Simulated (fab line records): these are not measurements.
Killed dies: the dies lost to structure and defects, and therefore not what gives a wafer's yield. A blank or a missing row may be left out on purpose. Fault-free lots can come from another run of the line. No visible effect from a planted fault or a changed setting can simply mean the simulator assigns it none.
Matching of chambers	flow sky130	rieDiel-01 running SKY_VIA3_ETCH_14: 4 sister chambers
The step etches BARC in N2/H2, stops on SiO2, time 45.9 s, target depth 60 nm. 8 wafers are shown with their chamber, then 9 later ones without.

## WAFERS PAIRED WITH THEIR CHAMBERS
wafer	chamber	drypumpMotorCurrentA (A)	throttleValvePct (%)
L085.6	0	6.4	13.226
L086.5	2	5.4	13.217
L090.2	3	5.1	13.235
L090.3	0	6.4	13.230
L090.5	1	5.4	13.210
L093.1	1	5.3	13.215
L093.2	3	5.1	13.231
L093.4	2	5.4	13.221

## WAFERS WHOSE CHAMBER IS MISSING
wafer	drypumpMotorCurrentA (A)	throttleValvePct (%)
L095.1	5.4	13.233
L095.2	5.4	13.223
L095.3	5.1	13.223
L096.1	5.4	13.230
L096.2	6.5	13.228
L096.3	5.1	13.214
L096.4	5.3	13.218
L096.5	5.1	13.210
L096.6	6.4	13.228

## CHAMBER TAKEN BY EACH
wafer	from the rows above	in truth
L095.1	2	2
L095.2	2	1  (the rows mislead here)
L095.3	3	3
L096.1	2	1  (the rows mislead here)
L096.2	0	0
L096.3	can't be placed: 3 or 1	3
L096.4	can't be placed: 1 or 2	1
L096.5	can't be placed: 1 or 3 or 2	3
L096.6	0	0
Placed correctly: 4 of 9. Cannot be placed on the basis of these rows: 3; the candidates contain the true chamber in 3. Placed wrongly: 2.
How it was worked out, from the rows above alone: a wafer's distance from a chamber is the root of the sum, over the readings, of the square of ((its reading less the chamber's mean) divided by the reading's scatter). The wafer belongs to the nearest chamber; if the next one is less than 2 further off, it can't be placed. The mean given for a chamber averages the wafers shown for that chamber. How the scatter is found: for the shown wafers, subtract from each reading the mean of its chamber, square and add these, divide the total by (wafers less chambers), then take the root.
